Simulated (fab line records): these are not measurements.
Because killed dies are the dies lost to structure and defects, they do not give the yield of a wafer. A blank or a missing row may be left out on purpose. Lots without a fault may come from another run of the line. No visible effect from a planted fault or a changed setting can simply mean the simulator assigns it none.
Shared-tool check ; flow gf180mcu ; Sampled: 12 lots, 36 wafers

== WHY IT WAS OPENED ==
GF_NWELL_TW_MEAS_11, reading NWELL_TW: flagged on 3 of 12 lots. Fault-free wafers read 1573, with a standard deviation of 14.
Rule: a lot gets a flag if all its wafers with a number sit over 4 standard deviations from that mean, or if no wafer of it has a number. As for the other lots, they are considered sound.

lot;measured;on;NWELL_TW, wafer by wafer;flag
L932;day 4 02:53;filmMetro-03;1589 1593 1587;
L933;day 4 03:14;filmMetro-02;1553 1547 1551;
L935;day 4 09:40;filmMetro-02;1556 1553 1563;
L938;day 4 19:02;filmMetro-03;1581 1585 1586;
L945;day 6 06:59;filmMetro-01;1846 1837 1840;FLAGGED
L946;day 6 13:59;filmMetro-01;1829 1834 1839;FLAGGED
L947;day 6 18:31;filmMetro-01;1844 1836 1823;FLAGGED
L949;day 7 04:49;filmMetro-03;1587 1589 1589;
L950;day 7 10:37;filmMetro-03;1583 1584 1592;
L951;day 7 19:29;filmMetro-01;1574 1573 1579;
L952;day 7 22:23;filmMetro-03;1589 1588 1578;
L954;day 8 09:53;filmMetro-03;1574 1574 1584;
The numbers of the flagged lots are 1836 on average: +263 against the usual, or +19 standard deviations.

== LOT BY LOT: THE TOOL USED ==
Before the reading, the record contains 2 process steps out of a 602-step route. Read each cell as the tool, then ch plus the chambers that the sampled wafers visited, then the start.
lot;flag;GF_STI_ETCH_14;GF_DNWELL_COAT_02
L932;;rieSi-02 ch 0,2, day 2 19:17;lithoTrack-02 ch 0, day 3 07:29
L933;;rieSi-01 ch 0,1, day 2 19:23;lithoTrack-01 ch 0, day 3 07:31
L935;;rieSi-02 ch 1,2,3, day 3 02:41;lithoTrack-02 ch 0, day 3 13:23
L938;;rieSi-01 ch 0,1,2, day 3 13:26;lithoTrack-01 ch 0, day 3 22:50
L945;FLAGGED;rieSi-01 ch 1,2,3, day 5 00:47;lithoTrack-01, day 5 11:29
L946;FLAGGED;rieSi-02 ch 1,2,3, day 5 06:56;lithoTrack-03, day 5 17:07
L947;FLAGGED;rieSi-01 ch 0,1, day 5 10:41;lithoTrack-02, day 5 20:29
L949;;rieSi-01 ch 1,2,3, day 5 20:29;lithoTrack-02 ch 0, day 6 06:44
L950;;rieSi-02 ch 1,3, day 6 01:05;lithoTrack-01 ch 0, day 6 12:14
L951;;rieSi-01 ch 0,2,3, day 6 09:02;lithoTrack-02 ch 0, day 6 19:56
L952;;rieSi-02 ch 0,1,2, day 6 13:14;lithoTrack-03 ch 0, day 6 23:43
L954;;rieSi-02 ch 0,2, day 6 23:20;lithoTrack-02 ch 0, day 7 10:29
What these steps do:
- GF_STI_ETCH_14: etches Si in HBr/Cl2/O2, target depth 360 nm, time 102.9 s.
- GF_DNWELL_COAT_02: resist thk 3000 nm.
- GF_NWELL_TW_MEAS_11

== FLAGGED OVER TOTAL, TOOL BY TOOL (the gauges that took the reading come last) ==
step;tool;lots run;flagged;share of the flagged lots;sound lots run after its first flagged lot
GF_STI_ETCH_14;rieSi-01;6;2;some;2 (L949,L951)
GF_STI_ETCH_14;rieSi-02;6;1;some;3 (L950,L952,L954)
GF_DNWELL_COAT_02;lithoTrack-01;4;1;some;1 (L950)
GF_DNWELL_COAT_02;lithoTrack-02;6;1;some;3 (L949,L951,L954)
GF_DNWELL_COAT_02;lithoTrack-03;2;1;some;1 (L952)
GF_NWELL_TW_MEAS_11;filmMetro-01;4;3;all;1 (L951)
GF_NWELL_TW_MEAS_11;filmMetro-02;2;0;none;-
GF_NWELL_TW_MEAS_11;filmMetro-03;6;0;none;-

== WHAT THE TABLE ALLOWS ==
In the table, 1 row covers all flagged lots: filmMetro-01 at GF_NWELL_TW_MEAS_11.
- filmMetro-01 at GF_NWELL_TW_MEAS_11: 3 of its 4 lots flagged. Sound lots followed the first flagged one (L951) on it, something a lasting fault affecting the whole tool could not allow.
There is no row in the table that ran each flagged lot and no sound lot after the first.

== WHAT THE SIMULATOR HAD PUT IN ==
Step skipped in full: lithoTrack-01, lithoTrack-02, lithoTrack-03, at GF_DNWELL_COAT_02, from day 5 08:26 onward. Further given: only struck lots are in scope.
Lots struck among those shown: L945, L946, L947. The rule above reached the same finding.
